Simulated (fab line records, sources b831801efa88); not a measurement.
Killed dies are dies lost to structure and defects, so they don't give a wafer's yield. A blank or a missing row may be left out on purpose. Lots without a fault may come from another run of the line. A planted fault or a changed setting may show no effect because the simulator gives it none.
Chamber matching | flow gf180mcu | GF_POLY_GATE_ETCH_13 on rie_si-02: 4 sister chambers
The step etches poly-Si in HBr/Cl2, stops on SiO2, target depth 198.5 nm, time 69.6 s. 4 wafers are shown with their chamber, then 7 later ones without.

WAFERS WITH THEIR CHAMBER
wafer  | chamber | drypump_motor_current_A (A)
L754.2 | 1       | 5.66
L754.5 | 2       | 6.06
L755.1 | 3       | 5.58
L755.2 | 0       | 6.21

WAFERS WITHOUT THEIR CHAMBER
wafer  | drypump_motor_current_A (A)
L755.3 | 6.10
L758.2 | 5.64
L758.3 | 6.06
L758.6 | 6.10
L763.2 | 5.55
L763.3 | 6.20
L763.5 | 6.12

WHICH CHAMBER EACH WENT THROUGH
wafer  | from the rows above     | in truth
L755.3 | 2                       | 2
L758.2 | can't be placed: 1 or 3 | 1
L758.3 | 2                       | 2
L758.6 | 2                       | 2
L763.2 | 3                       | 3
L763.3 | 0                       | 0
L763.5 | can't be placed: 2 or 0 | 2
Placed correctly: 5 of 7. Can't be placed from these rows: 2 (the true chamber is among the candidates in 2). Placed wrongly: 0.
How it was worked out, from the rows above alone: a wafer's distance from a chamber is the root of the sum, over the readings, of the square of ((its reading less the chamber's mean) divided by the reading's scatter). The wafer belongs to the nearest chamber; if the next one is less than 2 further off, it can't be placed. A chamber's mean is the mean of its shown wafers. The scatter: with one shown wafer a chamber, the root of the mean of the squares of how far each hidden wafer lies from its nearest shown one.
